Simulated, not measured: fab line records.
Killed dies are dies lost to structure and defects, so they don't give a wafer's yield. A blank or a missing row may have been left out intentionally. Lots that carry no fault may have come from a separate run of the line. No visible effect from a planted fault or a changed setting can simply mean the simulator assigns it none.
A lot that was struck, set against a sound lot -- flow sky130 -- 15 out of 708 route steps
Sound: the wafers L594.2, L594.4, L594.6. Wafers L607.2, L607.4, L607.5 were the ones struck. At the end, the cause is stated.
For every step that has rows: the tool of each side, followed by ch and its chambers, followed by its first start. Under that, the readings that differ: sound wafers -- struck wafers -- difference of the means -- sigmas: that difference in standard deviations of wafers without a fault.
alike: readings with means less than 2 such deviations apart, plus words and numbers identical on both sides. not compared: withheld readings, readings lacking a value on some wafer, bounds such as >300 that could conceal the same value, and numbers that have no deviation in the record and whose values overlap.
Wherever a step has rows on one side only, a row that says differs or no value, or a row with sigmas, the two part there. Non-overlapping numbers with no deviation appear without sigmas and do not part them. Lack of a reading on every wafer of one side parts them only where that side has two or more wafers.

first, 7 steps without rows for these wafers: SKY_PAD_OPEN_DEHYDRATE_00 (time 60 s); SKY_PAD_OPEN_HMDS_01 (prime time 60 s); SKY_PAD_OPEN_COAT_02 (resist thk 2984 nm); SKY_PAD_OPEN_SOFTBAKE_03; SKY_PAD_OPEN_EXPOSE_04 (exposes mask PDM, target cd 60000 nm); SKY_PAD_OPEN_PEB_05; SKY_PAD_OPEN_DEVELOP_06 (develop time 60 s).
SKY_PAD_OPEN_ETCH_07: etches the open film in CF4/O2, stops on AlCu, target depth 725 nm, time 161.1 s.
  sound on rie-diel-02 ch 0,1,3, day 46 14:55; struck on rie-diel-01 ch 0,2, day 50 12:10
  alike: drypump-motor-current-A, oes-product-au, throttle-valve-pct
  not compared: rf-hours-counter-h
SKY_PAD_OPEN_STRIP_08: strips in O2/N2.
  sound on plasma-asher-04 ch 0,1, day 46 15:01; struck on plasma-asher-01 ch 0,1, day 50 12:16
  alike: drypump-motor-current-A, o2-flow-sccm, oes-product-au, strip-time-to-endpoint-s
  not compared: rf-hours-counter-h
then, 3 steps without rows for these wafers: SKY_PAD_OPEN_STRIP_09 (strips in post etch residue remover, time 1200 s); SKY_PAD_OPEN_CLEAN_10 (cleans in IPA, time 180 s); SKY_PAD_OPEN_CLEAN_11 (cleans in O3/DIW).
SKY_PAD_OPEN_ANNEAL_12:
  struck on furnace-01, day 50 12:55; sound on furnace-02 ch 0, day 46 15:43
  no value came back on the struck wafers for ramp-down-c-per-min, ramp-up-c-per-min; on the sound wafers ramp-down-c-per-min reads 4.0006 3.9998 3.9995
SKY_PAD_OPEN_BOW_MEAS_13:
  struck on film-metro-04, day 50 14:26; sound on film-metro-02, day 46 17:14
reading,sound,struck,difference,sigmas
PAD_OPEN_BOW (um),50 49 56,121 103 117,+62,+7
SKY_PAD_OPEN_PROBE_99:
  struck on prober-02, day 50 14:35; sound on prober-01, day 46 17:23
reading,sound,struck,difference,sigmas
model.etest.res-xhigh-po.line-ohm-um,5904 5686 5866,6653 6566 6641,+801,
model.etest.nfet_16v.r-on-ohm-um,1.399e+04 1.409e+04 1.409e+04,1.488e+04 1.478e+04 1.456e+04,+6.833e+02,
model.etest.pfet_16v.r-on-ohm-um,1.529e+04 1.546e+04 1.543e+04,1.582e+04 1.567e+04 1.571e+04,+3.400e+02,
model.etest.pfet-g5v0d10v5.r-on-ohm-um,4661 4750 4779,5289 5288 5220,+536,
model.etest.res-xhigh-po.rs-ohm-sq,2031 1999 2052,2334 2334 2325,+304,
model.etest.pfet_01v8.r-on-ohm-um,2788 2808 2839,3196 3181 3213,+385,
model.etest.nfet-g5v0d10v5.r-on-ohm-um,1863 1855 1900,2072 2079 2077,+203,
model.etest.nfet_01v8.r-on-ohm-um,829.6 825.1 824.4,897.9 910.9 925.4,+85.0,
  alike: defect-limited-yield, killed_at_M0_to_M3, killed_at_M4_up, killed-at-contacts, killed-at-front-end, killed-at-other, killed-dies, killed-on-rim, killed-open, killed-short, sort_bin_3_pad_short, sort_bin_5_function, sort_bin_6_memory, sort-n-pass, sort-yield-pct

## WHERE THEY PART
First at SKY_PAD_OPEN_ANNEAL_12; last, within this record, at SKY_PAD_OPEN_BOW_MEAS_13. Later steps at which nothing parts them and some readings are alike: SKY_PAD_OPEN_PROBE_99.

WHY: whatever the simulator had introduced
Beginning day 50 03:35, the whole step at SKY_PAD_OPEN_ANNEAL_12 was skipped on furnace-01. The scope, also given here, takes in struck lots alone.
